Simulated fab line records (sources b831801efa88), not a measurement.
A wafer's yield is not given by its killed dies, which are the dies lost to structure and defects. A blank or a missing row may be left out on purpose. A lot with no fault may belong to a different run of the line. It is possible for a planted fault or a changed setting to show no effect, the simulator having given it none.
Check of tool commonality    flow sky130    Sample size 11 lots and 45 wafers

## REASON FOR OPENING
At SKY_LDD_HVP_TW_MEAS_10 the reading LDD_HVP_TW is flagged on 4 of 11 lots. Wafers without a fault read 461, standard deviation 4.3.
Rule: a lot is flagged in two cases, either no wafer of it has a number, or all its wafers with numbers fall more than 4 standard deviations from that mean. All remaining lots are regarded as sound.

lot   measured      on             LDD_HVP_TW, wafer by wafer  flag
L776  day 21 04:11  film metro-01  464 464 465                 
L778  day 22 10:04  film metro-02  458 461 461                 
L777  day 22 15:32  film metro-01  463 467 464                 
L780  day 22 21:43  film metro-01  467 466 467                 
L779  day 23 03:46  film metro-01  469 464 467                 
L781  day 23 18:29  film metro-04  456 456 457                 
L782  day 23 23:10  film metro-04  456 457 456                 
L783  day 24 02:32  film metro-01  723 720 725 723 719 726     FLAGGED
L784  day 24 10:41  film metro-02  718 722 716 718 719 718     FLAGGED
L785  day 24 18:14  film metro-02  718 715 715 718 715 719     FLAGGED
L786  day 25 16:49  film metro-04  706 705 704 704 708 704     FLAGGED
The numbers of the flagged lots are 716 on average: +255 against the usual, or +59 standard deviations.

## EACH LOT AND THE TOOL IT RAN ON
Before the reading, the record contains 2 process steps out of a 708-step route. Read each cell as the tool, then ch plus the chambers that the sampled wafers visited, then the start.
lot   flag     SKY_LDD_P_STRIP_10                    SKY_LDD_HVP_IMPLANT_08
L776           plasma asher-03 ch 0,1, day 18 13:45  implanter-01 ch 0, day 21 03:57
L778           plasma asher-02 ch 0,1, day 19 20:50  implanter-01 ch 0, day 22 09:49
L777           plasma asher-01 ch 0,1, day 20 02:16  implanter-01 ch 0, day 22 15:19
L780           plasma asher-01 ch 0,1, day 20 09:30  implanter-01 ch 0, day 22 21:28
L779           plasma asher-02 ch 0, day 20 15:03    implanter-01 ch 0, day 23 03:31
L781           plasma asher-01 ch 0,1, day 21 05:30  implanter-03 ch 0, day 23 18:15
L782           plasma asher-03 ch 0,1, day 21 07:54  implanter-03 ch 0, day 23 22:55
L783  FLAGGED  plasma asher-01 ch 0,1, day 21 13:24  implanter-01 ch 0, day 24 02:18
L784  FLAGGED  plasma asher-03 ch 0,1, day 21 23:47  implanter-01 ch 0, day 24 10:26
L785  FLAGGED  plasma asher-02 ch 0,1, day 22 07:27  implanter-01 ch 0, day 24 18:01
L786  FLAGGED  plasma asher-02 ch 0,1, day 22 14:36  implanter-02 ch 0, day 25 16:34
What these steps do:
- SKY_LDD_P_STRIP_10: strips in O2/N2.
- SKY_LDD_HVP_IMPLANT_08
- SKY_LDD_HVP_TW_MEAS_10

## FLAGGED OVER TOTAL, TOOL BY TOOL (the gauges that took the reading come last)
step                    tool             lots run  flagged  share of the flagged lots  sound lots run after its first flagged lot
SKY_LDD_P_STRIP_10      plasma asher-01  4         1        some                       0
SKY_LDD_P_STRIP_10      plasma asher-02  4         2        some                       0
SKY_LDD_P_STRIP_10      plasma asher-03  3         1        some                       0
SKY_LDD_HVP_IMPLANT_08  implanter-01     8         3        some                       0
SKY_LDD_HVP_IMPLANT_08  implanter-02     1         1        some                       0
SKY_LDD_HVP_IMPLANT_08  implanter-03     2         0        none                       -
SKY_LDD_HVP_TW_MEAS_10  film metro-01    5         1        some                       0
SKY_LDD_HVP_TW_MEAS_10  film metro-02    3         2        some                       0
SKY_LDD_HVP_TW_MEAS_10  film metro-04    3         1        some                       0

## WHAT THE TABLE PERMITS
No row of the table ran every flagged lot.

## WHAT THE SIMULATOR PUT IN
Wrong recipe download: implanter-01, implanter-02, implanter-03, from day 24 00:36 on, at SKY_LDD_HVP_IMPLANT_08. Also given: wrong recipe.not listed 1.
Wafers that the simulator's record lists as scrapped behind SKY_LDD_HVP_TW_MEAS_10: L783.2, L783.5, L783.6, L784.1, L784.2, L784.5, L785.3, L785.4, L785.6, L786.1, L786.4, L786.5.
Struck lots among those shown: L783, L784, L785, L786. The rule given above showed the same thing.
